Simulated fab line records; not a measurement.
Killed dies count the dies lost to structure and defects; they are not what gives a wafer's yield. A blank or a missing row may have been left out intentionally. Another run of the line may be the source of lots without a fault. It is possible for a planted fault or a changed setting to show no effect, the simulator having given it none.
Which tool is to blame? | flow sky130 | Sampling: 6 lots, 18 wafers, 2 of 708 route steps

WHAT EACH GAUGE READ, for each wafer
SKY_VT_ADJUST_NCORE_TW_MEAS_11.
lot  | measured     | on            | VT_ADJUST_NCORE_TW
L403 | day 8 22:31  | film-metro-03 | 222.8 222.1 222.3
L407 | day 10 10:55 | film-metro-02 | 217.5 217.2 218.6
L413 | day 12 01:10 | film-metro-03 | 220.7 220.4 220.1
L415 | day 12 13:41 | film-metro-01 | 121.3 120.7 121.7
L421 | day 14 10:05 | film-metro-03 | 221.1 220.7 221.9
L424 | day 15 01:32 | film-metro-02 | 216.8 217.4 217.2

WHICH TOOL RAN EACH LOT (tool, then ch and the chambers of the sampled wafers, then the start)
lot  | SKY_VT_ADJUST_NCORE_IMPLANT_09
L403 | implanter-01 ch 0, day 8 22:16
L407 | implanter-01 ch 0, day 10 10:40
L413 | implanter-03 ch 0, day 12 00:55
L415 | implanter-01 ch 0, day 12 13:26
L421 | implanter-02 ch 0, day 14 09:50
L424 | implanter-03 ch 0, day 15 01:17
- SKY_VT_ADJUST_NCORE_IMPLANT_09

THE ANSWER, worked out from the rows above alone
Rule: what is usual is taken from the lots themselves. The widest of any qualifying gaps counts: lots, ordered by their means at a reading, are off when they make up no more than a third of the lots, leave a main group of 4 or more, and stand apart from it by 3 or more times the standard deviation of that group's means. If all means in a main group match to the digits the tables above print for the reading, that group is not used. A lot without any number at a reading at which 4 lots or more have one is off too. Any other lot the step has rows for is counted as sound.
Off: L415, seen at SKY_VT_ADJUST_NCORE_TW_MEAS_11 (VT_ADJUST_NCORE_TW). The main group: mean 219.8, standard deviation 2.
If a tool, at a process step before that reading, ran all the lots that are off and no sound lot after the first of them, it fits. The gauges at SKY_VT_ADJUST_NCORE_TW_MEAS_11 are tried like those tools. 2 tools fit, implanter-01 at SKY_VT_ADJUST_NCORE_IMPLANT_09 and film-metro-01 at SKY_VT_ADJUST_NCORE_TW_MEAS_11, so this cannot tell which one it is.

WHAT THE SIMULATOR HAD PUT IN
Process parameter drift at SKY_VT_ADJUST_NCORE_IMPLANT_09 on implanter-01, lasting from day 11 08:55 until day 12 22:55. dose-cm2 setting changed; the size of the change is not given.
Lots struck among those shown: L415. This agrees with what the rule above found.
